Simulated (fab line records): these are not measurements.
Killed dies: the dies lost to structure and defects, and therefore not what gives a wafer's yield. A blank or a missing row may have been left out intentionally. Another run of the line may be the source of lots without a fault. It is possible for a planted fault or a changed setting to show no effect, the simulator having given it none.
Matching of chambers / flow sky130 / 3 sister chambers for SKY_FIELD_ISO_ETCH_17 on rieSi-01
The step etches Si in HBr/Cl2/O2, target depth 342 nm, time 97.7 s. 3 wafers are shown with their chamber, then 6 later ones without.

EACH WAFER AND ITS CHAMBER
wafer=L459.2; chamber=1; drypumpMotorCurrentA (A)=5.0
wafer=L459.5; chamber=0; drypumpMotorCurrentA (A)=5.3
wafer=L459.6; chamber=3; drypumpMotorCurrentA (A)=6.0

WAFERS WITH NO CHAMBER GIVEN
wafer=L463.1; drypumpMotorCurrentA (A)=6.0
wafer=L463.3; drypumpMotorCurrentA (A)=5.0
wafer=L464.1; drypumpMotorCurrentA (A)=5.9
wafer=L464.4; drypumpMotorCurrentA (A)=5.3
wafer=L466.4; drypumpMotorCurrentA (A)=6.0
wafer=L466.5; drypumpMotorCurrentA (A)=6.0

WHICH CHAMBER EACH WENT THROUGH
wafer=L463.1; from the rows above=3; in truth=3
wafer=L463.3; from the rows above=1; in truth=1
wafer=L464.1; from the rows above=3; in truth=3
wafer=L464.4; from the rows above=0; in truth=0
wafer=L466.4; from the rows above=3; in truth=3
wafer=L466.5; from the rows above=3; in truth=3
Correct placement for 6 of the 6. Can't be placed from these rows: 0. Placed wrongly: 0.
How it was worked out, from the rows above alone: a wafer's distance from a chamber is the root of the sum, over the readings, of the square of ((its reading less the chamber's mean) divided by the reading's scatter). The wafer belongs to the nearest chamber; if the next one is less than 2 further off, it can't be placed. For every chamber, the mean is computed from those of its wafers that are shown. The scatter: root of mean squared gap, hidden wafer to nearest shown wafer, with one shown wafer a chamber.
